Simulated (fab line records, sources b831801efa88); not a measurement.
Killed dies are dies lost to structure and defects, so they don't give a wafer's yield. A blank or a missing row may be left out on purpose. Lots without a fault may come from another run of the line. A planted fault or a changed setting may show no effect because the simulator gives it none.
Which tool did it? | flow gf180mcu | 11 lots, 33 wafers sampled, at 5 steps of a route of 602

WHAT THE GAUGES READ, wafer by wafer
GF_V1_CD_MEAS_14: target cd 260 nm.
lot  | measured     | on        | cd_nm (nm)
L204 | day 18 08:20 | cd_sem-01 | 259.2 258.2 258.6
L207 | day 19 18:47 | cd_sem-01 | 261.1 259.6 260.0
L210 | day 21 03:16 | cd_sem-02 | 258.7 260.0 258.7
L211 | day 21 09:52 | cd_sem-01 | 260.5 260.7 261.1
L212 | day 21 14:04 | cd_sem-01 | 260.2 260.0 258.9
L220 | day 24 06:25 | cd_sem-02 | 258.9 258.3 258.8
L221 | day 24 12:00 | cd_sem-02 | 259.9 258.9 259.7
L223 | day 25 08:01 | cd_sem-01 | 260.3 259.8 259.5
L225 | day 25 15:31 | cd_sem-01 | 261.3 261.4 261.4
L226 | day 26 00:50 | cd_sem-01 | 259.5 261.2 261.4
L227 | day 26 07:05 | cd_sem-02 | 260.4 260.3 260.6

GF_V4_THK_MEAS_01.
lot  | measured     | on            | V4_CVD_00_THK (nm)
L204 | day 23 20:27 | film_metro-04 | 596 601 598
L207 | day 24 23:16 | film_metro-04 | 614 602 609
L220 | day 28 23:08 | film_metro-01 | 596 597 587
L221 | day 29 04:41 | film_metro-04 | 584 590 587
L223 | day 29 21:58 | film_metro-01 | 598 608 602
L225 | day 30 04:02 | film_metro-01 | 603 617 603
L226 | day 30 11:54 | film_metro-01 | 602 588 594
L227 | day 30 18:16 | film_metro-01 | 594 605 614

WHICH TOOL RAN EACH LOT (tool, then ch and the chambers of the sampled wafers, then the start)
lot  | GF_M2_METAL_ETCH_16               | GF_M2_STRIP_17                       | GF_V3_CMP_26
L204 | rie_metal-04 ch 0,1, day 19 14:38 | plasma_asher-03 ch 0,1, day 19 14:45 | cmp-02 ch 0,1,3, day 22 20:26
L207 | rie_metal-02 ch 0,1, day 20 20:49 | plasma_asher-03 ch 1, day 20 20:57   | cmp-01 ch 0,1,3, day 24 00:10
L210 | rie_metal-02 ch 0,1, day 22 05:01 | plasma_asher-03 ch 0,1, day 22 05:08 | -
L211 | rie_metal-04 ch 0,1, day 22 11:05 | plasma_asher-04 ch 0,1, day 22 11:13 | -
L212 | rie_metal-02 ch 1, day 22 15:25   | plasma_asher-03 ch 0, day 22 15:32   | -
L220 | rie_metal-04 ch 0,1, day 25 05:51 | plasma_asher-04 ch 0,1, day 25 05:59 | cmp-02 ch 1,2,3, day 28 01:52
L221 | rie_metal-02 ch 0, day 25 11:40   | plasma_asher-01 ch 0,1, day 25 11:48 | cmp-02 ch 0,2, day 28 08:08
L223 | rie_metal-04 ch 0,1, day 26 07:19 | plasma_asher-04 ch 0,1, day 26 07:26 | cmp-02 ch 0,1, day 29 00:57
L225 | rie_metal-01 ch 0,1, day 26 14:19 | plasma_asher-03 ch 0,1, day 26 14:26 | cmp-02 ch 1,2, day 29 07:27
L226 | rie_metal-02 ch 0,1, day 26 23:24 | plasma_asher-01 ch 0,1, day 26 23:31 | cmp-02 ch 2,3, day 29 15:42
L227 | rie_metal-04 ch 0, day 27 05:28   | plasma_asher-04 ch 0,1, day 27 05:40 | cmp-01 ch 0,2,3, day 29 21:59
- GF_M2_METAL_ETCH_16: etches the open film in Cl2/BCl3, stops on SiO2, target depth 750.8 nm, time 125.1 s.
- GF_M2_STRIP_17: strips in O2/N2.
- GF_V3_CMP_26: polishes, stops on SiO2, t overpolish 15 s, target thk 0 nm.

WHAT THE TOOLS THEMSELVES READ (means of the sampled wafers that have a number; where no wafer has one, the mark that the record gives instead)
GF_M2_METAL_ETCH_16.
lot  | tool         | bcl3_flow_sccm (sccm) | bias_w (W) | drypump_motor_current_A (A) | oes_product_au (a.u.) | rf_fwd_power_W (W) | throttle_valve_pct (%)
L204 | rie_metal-04 | 40.13                 | 140.4      | 5.9                         | 0.989                 | 795                | 28.233
L207 | rie_metal-02 | 40.01                 | 139.6      | 5.7                         | 0.988                 | 798                | 28.241
L210 | rie_metal-02 | -                     | -          | -                           | -                     | -                  | -
L211 | rie_metal-04 | -                     | -          | -                           | -                     | -                  | -
L212 | rie_metal-02 | -                     | -          | -                           | -                     | -                  | -
L220 | rie_metal-04 | 39.97                 | 139.7      | 5.9                         | 0.989                 | 797                | 28.226
L221 | rie_metal-02 | 39.97                 | 140.0      | 5.1                         | 0.986                 | 794                | 28.233
L223 | rie_metal-04 | 40.13                 | 140.1      | 5.5                         | 0.997                 | 794                | 28.216
L225 | rie_metal-01 | 39.91                 | 139.9      | 5.8                         | 0.985                 | 795                | 28.229
L226 | rie_metal-02 | 40.07                 | 139.9      | 5.5                         | 0.993                 | 798                | 28.228
L227 | rie_metal-04 | 40.01                 | 140.2      | 6.1                         | 0.988                 | 800                | 28.232

GF_M2_STRIP_17.
lot  | tool            | drypump_motor_current_A (A) | heater_power_w (W) | oes_product_au (a.u.) | strip_time_to_endpoint_s (s)
L204 | plasma_asher-03 | 5.7                         | 373                | 0.539                 | 7.39
L207 | plasma_asher-03 | 5.7                         | 357                | 0.539                 | 7.41
L210 | plasma_asher-03 | 5.7                         | 378                | 0.661                 | 10.25
L211 | plasma_asher-04 | 5.4                         | 339                | 0.655                 | 10.19
L212 | plasma_asher-03 | 5.7                         | 383                | 0.658                 | 10.25
L220 | plasma_asher-04 | 5.4                         | 340                | 0.532                 | 7.35
L221 | plasma_asher-01 | 6.0                         | 330                | 0.534                 | 7.40
L223 | plasma_asher-04 | 5.4                         | 334                | 0.534                 | 7.33
L225 | plasma_asher-03 | 5.6                         | 372                | 0.540                 | 7.42
L226 | plasma_asher-01 | 5.8                         | 308                | 0.537                 | 7.33
L227 | plasma_asher-04 | 5.4                         | 336                | 0.546                 | 7.43

GF_V3_CMP_26.
lot  | tool   | motor_current_A (A) | overpolish_run_s (s) | time_to_endpoint_s (s)
L204 | cmp-02 | 9.9                 | 15.007               | 85
L207 | cmp-01 | 11.6                | 14.998               | 85
L220 | cmp-02 | 10.1                | 15.004               | 87
L221 | cmp-02 | 9.4                 | 15.001               | 85
L223 | cmp-02 | 9.6                 | 15.007               | 92
L225 | cmp-02 | 9.7                 | 15.001               | 85
L226 | cmp-02 | 10.4                | 14.996               | 84
L227 | cmp-01 | 10.9                | 14.996               | 85

THE ANSWER, worked out from the rows above alone
Rule: what is usual is taken from the lots themselves. Put in order of their means at a reading, lots are off if they are a third of the lots or fewer, leave a main group of 4 or more, and stand apart from it by a gap of 3 or more times the standard deviation of the main group's means; of several such gaps the widest counts. A main group whose means are all the same, to the digits that the tables above print for the reading, isn't used. A lot without any number at a reading at which 4 lots or more have one is off too. The other lots that the step has rows for count as sound. The gauges are gone through in route order, then the tools' own readings, and for those a lot's mean is taken as printed above. The first step at which some lot is off is used, and at that step the reading that is off furthest; a lot without a number counts as furthest.
Off: L210, L211, L212, at GF_M2_METAL_ETCH_16 (bcl3_flow_sccm). Without a number there: L210, L211, L212. The main group: mean 40.02 sccm, standard deviation 0.074.
A tool fits if, at that step or a process step before it, it ran every lot that is off, and no sound lot after the first of them. None of those tried fits.

WHAT THE SIMULATOR HAD PUT IN
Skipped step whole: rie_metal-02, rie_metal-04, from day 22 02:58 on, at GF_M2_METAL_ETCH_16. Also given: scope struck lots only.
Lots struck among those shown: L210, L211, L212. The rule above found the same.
